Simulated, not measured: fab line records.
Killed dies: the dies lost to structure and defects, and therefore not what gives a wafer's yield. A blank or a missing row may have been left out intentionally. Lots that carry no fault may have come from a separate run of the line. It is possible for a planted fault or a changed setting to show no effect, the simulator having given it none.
Which of the tools did it? + flow sky130 + route of 708 steps, sampled at 1 step: 7 lots, 21 wafers

## WHAT EACH GAUGE READ, for each wafer
SKY_NWELL_OVL_MEAS_23.
| lot  | measured     | on         | NWELL_01_OVL (nm) |
|------|--------------|------------|-------------------|
| L647 | day 5 09:56  | overlay-02 | -0.7 -0.6 0.2     |
| L649 | day 5 20:59  | overlay-02 | 0.8 0.6 0.1       |
| L651 | day 6 21:25  | overlay-01 | -2.3 -0.9 -2.4    |
| L653 | day 7 04:44  | overlay-01 | 0.7 -1.2 2.1      |
| L663 | day 9 15:34  | overlay-02 | -0.8 -1.6 -0.9    |
| L666 | day 10 10:08 | overlay-01 | -2.8 -1.0 -0.5    |
| L669 | day 11 01:52 | overlay-01 | 2.2 1.6 0.7       |

## TOOL THAT RAN EACH LOT (tool first, then ch and the chambers of the sampled wafers, then the start)
There is no process step in the record ahead of these readings.

## THE ANSWER, worked out from the rows above alone
Rule: usual is defined by the lots themselves. Put in order of their means at a reading, lots are off if they are a third of the lots or fewer, leave a main group of 4 or more, and stand apart from it by a gap of 3 or more times the standard deviation of the main group's means; of several such gaps the widest counts. A main group whose means are all the same, to the digits that the tables above print for the reading, isn't used. Also off: a lot with no number at a reading for which 4 or more lots have one. All remaining lots with rows at the step are treated as sound.
None of the lots is off at any reading shown; this tells nothing.

## WHAT THE SIMULATOR PUT IN
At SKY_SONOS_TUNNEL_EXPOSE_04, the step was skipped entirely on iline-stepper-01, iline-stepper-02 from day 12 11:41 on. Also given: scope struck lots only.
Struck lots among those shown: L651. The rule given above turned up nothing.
